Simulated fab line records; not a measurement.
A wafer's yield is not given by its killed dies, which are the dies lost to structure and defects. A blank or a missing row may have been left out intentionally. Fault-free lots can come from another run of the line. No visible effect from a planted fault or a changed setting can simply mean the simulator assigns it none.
2 desks, one fault -- flow gf180mcu -- each desk has only its own numbers; what lay behind them comes last

## METROLOGY DESK
Means of the sampled wafers that have a number, per lot and without regard to the tool the lot ran on: this is what the gauges read. Marked OUT: a lot whose mean sits more than 4 standard deviations from the usual mean, which makes it out of limits; the brackets give that distance.
Columns: A = HV_LDD_4_TW at GF_HV_LDD_TW_MEAS_50, usual 570; B = HV_LDD_RS at GF_HV_LDD_RS_MEAS_53, usual 418.5 ohm/sq
lot,first seen here,A,B
L864,day 12 10:16,560,418.5
L865,day 12 12:49,565,418.2
L866,day 12 21:01,560,418.3
L867,day 13 07:23,575,417.3
L869,day 13 20:43,562,418.1
L871,day 14 13:52,573,418.6
L872,day 15 02:04,579,419.9
L874,day 15 16:04,567,419.0
L875,day 16 07:58,566,417.6
L877,day 17 04:28,567,418.9
L878,day 17 04:46,576,418.7
L879,day 17 09:07,578,417.6
L881,day 18 03:02,566,418.4
Result from this desk: across the 13 lots, nothing is out of limits.

## THE TOOL OWNER'S DESK: litho_track-01
The tool's own readings at GF_HV_LDD_COAT_41 (resist thk 1000 nm): means of the sampled wafers that have a number, for each lot that ran on this tool. Marked OUT: a lot whose mean sits more than 4 standard deviations from the usual mean, which makes it out of limits; the brackets give that distance.
Columns: A = resist_line_temp_C at GF_HV_LDD_COAT_41, usual 22.98 C
lot,first seen here,A
L864,day 11 23:55,22.91
L866,day 12 11:14,22.89
L867,day 12 20:01,23.02
L871,day 14 03:10,22.98
L872,day 14 14:43,22.96
L875,day 15 20:23,22.97
L878,day 16 16:26,23.04
L881,day 17 14:11,23.12
Result from this desk: across the 8 lots, nothing is out of limits.

## BROUGHT TOGETHER
At the metrology desk, nothing out of limits was observed.
The desk of the tool owner found nothing out of limits.

## WHAT THE SIMULATOR HAD INSERTED
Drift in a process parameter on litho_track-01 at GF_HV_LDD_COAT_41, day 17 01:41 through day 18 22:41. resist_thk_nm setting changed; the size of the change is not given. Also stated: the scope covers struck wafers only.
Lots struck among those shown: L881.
